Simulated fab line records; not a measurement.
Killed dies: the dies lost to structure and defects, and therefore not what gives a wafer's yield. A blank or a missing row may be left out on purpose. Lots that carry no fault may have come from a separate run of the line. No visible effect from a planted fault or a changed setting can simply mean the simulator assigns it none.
Chamber matching | flow sky130 | 4 sister chambers for SKY_VIA4_ETCH_12 on rieDiel-02
The step etches SiO2 in C4F8/O2/Ar, stops on TiN, target depth 580 nm. 8 wafers are shown with their chamber, then 11 later ones without.

EACH WAFER AND ITS CHAMBER
wafer  | chamber | oesProductAu (a.u.)
L079.6 | 0       | 0.932
L083.4 | 3       | 0.933
L083.5 | 3       | 0.920
L085.3 | 0       | 0.920
L086.2 | 1       | 0.927
L086.5 | 1       | 0.918
L086.6 | 2       | 0.919
L093.2 | 2       | 0.926

WAFERS WHOSE CHAMBER IS MISSING
wafer  | oesProductAu (a.u.)
L093.3 | 0.919
L093.5 | 0.929
L094.1 | 0.930
L094.2 | 0.929
L094.6 | 0.925
L095.1 | 0.926
L095.2 | 0.926
L095.3 | 0.915
L097.3 | 0.929
L097.4 | 0.926
L097.5 | 0.931

EACH ONE'S CHAMBER
wafer  | from the rows above               | in truth
L093.3 | can't be placed: 1 or 2 or 0 or 3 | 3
L093.5 | can't be placed: 3 or 0 or 1 or 2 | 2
L094.1 | can't be placed: 3 or 0 or 1 or 2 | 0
L094.2 | can't be placed: 3 or 0 or 1 or 2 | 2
L094.6 | can't be placed: 0 or 3 or 1 or 2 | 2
L095.1 | can't be placed: 0 or 3 or 1 or 2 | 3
L095.2 | can't be placed: 0 or 3 or 1 or 2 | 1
L095.3 | can't be placed: 1 or 2 or 0 or 3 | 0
L097.3 | can't be placed: 3 or 0 or 1 or 2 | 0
L097.4 | can't be placed: 0 or 3 or 1 or 2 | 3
L097.5 | can't be placed: 3 or 0 or 1 or 2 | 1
Correct placement for 0 of the 11. Can't be placed from these rows: 11 (the true chamber is among the candidates in 11). 0 placed wrongly.
How it was worked out, from the rows above alone: a wafer's distance from a chamber is the root of the sum, over the readings, of the square of ((its reading less the chamber's mean) divided by the reading's scatter). The wafer belongs to the nearest chamber; if the next one is less than 2 further off, it can't be placed. A chamber's mean is the mean of its shown wafers. The scatter: the root of (the sum of the squares of (reading less its chamber's mean) over the shown wafers, divided by (wafers less chambers)).
